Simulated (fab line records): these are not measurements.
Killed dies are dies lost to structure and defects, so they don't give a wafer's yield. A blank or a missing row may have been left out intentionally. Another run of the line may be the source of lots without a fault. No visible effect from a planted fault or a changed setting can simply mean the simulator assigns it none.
A lot that was struck, set against a sound lot :: flow sky130 :: 15 out of 708 route steps
Sound: the wafers L350.1, L350.2, L350.6. The struck wafers were L352.1, L352.5, L352.6. The cause is given at the end.
For every step that has rows: the tool of each side, followed by ch and its chambers, followed by its first start. Under that, the readings that differ: sound wafers :: struck wafers :: difference of the means :: sigmas: that difference in standard deviations of wafers without a fault.
alike: readings whose means differ by less than 2 such deviations, and words and numbers that are the same on both sides. not compared: withheld readings, readings that some wafer has no value for, bounds like >300 that may hide the same value, and numbers for which the record gives no deviation and whose values overlap.
A row with sigmas, a row that says differs or no value, or rows on one side alone: a step with any of these is where the two part. Non-overlapping numbers with no deviation appear without sigmas and do not part them. Lack of a reading on every wafer of one side parts them only where that side has two or more wafers.

SKY_LDD_P_OVL_MEAS_08:
  sound on overlay-01, day 21 22:17; struck on overlay-01, day 22 17:30
  alike: LDD_P_OVL
following that, these wafers have no rows for 1 step: SKY_LDD_P_IMPLANT_09.
SKY_LDD_P_STRIP_10: strips in O2/N2.
  sound on plasma-asher-03 ch 0,1, day 21 22:28; struck on plasma-asher-04 ch 0,1, day 22 17:41
  alike: drypump-motor-current-A, oes-product-au, strip-time-to-endpoint-s
  not compared: rf-hours-counter-h
SKY_LDD_P_TW_MEAS_11:
  sound on film-metro-03, day 21 22:34; struck on film-metro-03, day 22 17:47
  alike: LDD_P_TW
then, 7 steps without rows for these wafers: SKY_LDD_HVN_DEHYDRATE_00 (time 60 s); SKY_LDD_HVN_HMDS_01 (prime time 60 s); SKY_LDD_HVN_COAT_02 (resist thk 300 nm); SKY_LDD_HVN_SOFTBAKE_03 (time 60 s); SKY_LDD_HVN_EXPOSE_04 (exposes mask HVNTM, target cd 700 nm); SKY_LDD_HVN_PEB_05; SKY_LDD_HVN_DEVELOP_06 (develop time 60 s).
SKY_LDD_HVN_OVL_MEAS_07:
  sound on overlay-02, day 23 05:22; struck on overlay-02, day 23 23:46
  alike: LDD_HVN_OVL
SKY_LDD_HVN_IMPLANT_08:
  sound on implanter-02 ch 0, day 23 05:25; struck on implanter-04 ch 0, day 23 23:47
reading: dose-ions-cm2
sound: 2.996e+13 3e+13 3.005e+13
struck: 3.131e+13 3.135e+13 3.133e+13
difference: +1.327e+12
sigmas: +36
SKY_LDD_HVN_STRIP_09: strips in O2/N2.
  sound on plasma-asher-04 ch 0,1, day 23 05:34; struck on plasma-asher-04 ch 0,1, day 23 23:56
  alike: drypump-motor-current-A, oes-product-au, strip-time-to-endpoint-s
  not compared: rf-hours-counter-h
-- the record jumps here: 24 days lie between the struck wafers' starts before and after (it left off in module LDD_HVN and takes up again in module PAD_OPEN, whose first step shown is number 708 of the route) --
SKY_PAD_OPEN_PROBE_99:
  sound on prober-02, day 47 19:22; struck on prober-02, day 48 10:47
reading: model.etest.tip_n_5v.rs-ohm-sq
sound: 1397 1393 1401
struck: 1357 1339 1350
difference: -48
sigmas: 
  alike: killed_at_M0_to_M3, killed_at_M4_up, killed-at-contacts, killed-at-front-end, killed-at-other, killed-dies, killed-open, killed-short

## WHERE THEY PART
Only at SKY_LDD_HVN_IMPLANT_08, as far as this record shows. Later steps at which nothing parts them and some readings are alike: SKY_LDD_HVN_STRIP_09, SKY_PAD_OPEN_PROBE_99.

WHY: the cause the simulator had injected
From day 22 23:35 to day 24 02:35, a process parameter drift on implanter-04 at SKY_LDD_HVN_IMPLANT_08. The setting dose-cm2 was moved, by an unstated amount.
